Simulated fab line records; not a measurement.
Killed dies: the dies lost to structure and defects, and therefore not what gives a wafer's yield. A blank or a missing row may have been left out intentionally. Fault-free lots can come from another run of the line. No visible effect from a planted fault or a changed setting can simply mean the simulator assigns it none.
One fault seen from 2 desks -- flow sky130 -- numbers are kept per desk, each desk with only its own; the story behind them comes last

== THE METROLOGY DESK ==
Means of the sampled wafers that have a number, per lot and without regard to the tool the lot ran on: this is what the gauges read. If a lot's mean is further than 4 standard deviations from the usual mean, the lot is out of limits and carries the mark OUT (the distance appears in the brackets).
Columns: A = VT_ADJUST_HVTR_OVL at SKY_VT_ADJUST_HVTR_OVL_MEAS_08, usual -0.2 nm; B = VT_ADJUST_HVTR_TW at SKY_VT_ADJUST_HVTR_TW_MEAS_11, usual 209.6; C = VT_ADJUST_PCH_OVL at SKY_VT_ADJUST_PCH_OVL_MEAS_07, usual 0.7 nm
lot,first seen here,A,B,C
L500,day 10 23:36,-0.1,209.4,1.8
L503,day 11 21:01,-1.8,206.5,0.2
L507,day 13 04:46,-0.9,203.9,0.6
L508,day 13 11:38,-1.2,210.5,-0.0
L516,day 15 22:58,-0.3,211.7,1.0
L518,day 16 13:40,-2.2,211.2,3.3
This desk's verdict: no lot among the 6 shows anything out of limits.

== AT THE TOOL OWNER'S DESK: implanter-03 ==
For each lot that ran on this tool, the mean over its sampled wafers that have a number, from the tool's own readings at SKY_VT_ADJUST_PCH_IMPLANT_08. If a lot's mean is further than 4 standard deviations from the usual mean, the lot is out of limits and carries the mark OUT (the distance appears in the brackets).
Columns: A = beam energy keV at SKY_VT_ADJUST_PCH_IMPLANT_08, usual 10.000; B = beam on s at SKY_VT_ADJUST_PCH_IMPLANT_08, usual 10.01 s; C = end station pressure torr at SKY_VT_ADJUST_PCH_IMPLANT_08, usual 4.97e-06 Torr; D = faraday current uA at SKY_VT_ADJUST_PCH_IMPLANT_08, usual 2.81
lot,first seen here,A,B,C,D
L500,day 11 23:46,10.000,9.95,5.10e-06,2.84
L507,day 14 06:35,9.998,11.08 (+5.4) OUT,6.78e-05 (+99 or more) OUT,2.46 (-6.3) OUT
L508,day 14 14:07,10.001,11.07 (+5.3) OUT,6.88e-05 (+99 or more) OUT,2.47 (-6.2) OUT
This desk's verdict: out of limits on L507, L508, starting with L507 at day 14 06:35 (beam on s at SKY_VT_ADJUST_PCH_IMPLANT_08). Within limits: L500.

== BROUGHT TOGETHER ==
The tool owner's desk had the chance to raise an alarm at day 14 06:35 on L507, L508.
The metrology desk saw nothing out of limits.
The metrology desk holds a record of L507, L508, inside its limits.
All the named lots went through SKY_VT_ADJUST_PCH_IMPLANT_08 on implanter-03.

== WHAT HAD BEEN PUT IN BY THE SIMULATOR ==
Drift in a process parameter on implanter-03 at SKY_VT_ADJUST_PCH_IMPLANT_08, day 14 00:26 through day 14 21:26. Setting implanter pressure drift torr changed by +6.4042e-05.
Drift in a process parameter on implanter-03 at SKY_VT_ADJUST_PCH_IMPLANT_08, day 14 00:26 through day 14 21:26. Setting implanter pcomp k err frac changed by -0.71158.
Shown lots that were struck: L507, L508.
How many hours passed from the start of the fault until each desk's first out-of-limits reading: the tool owner's desk, 6.
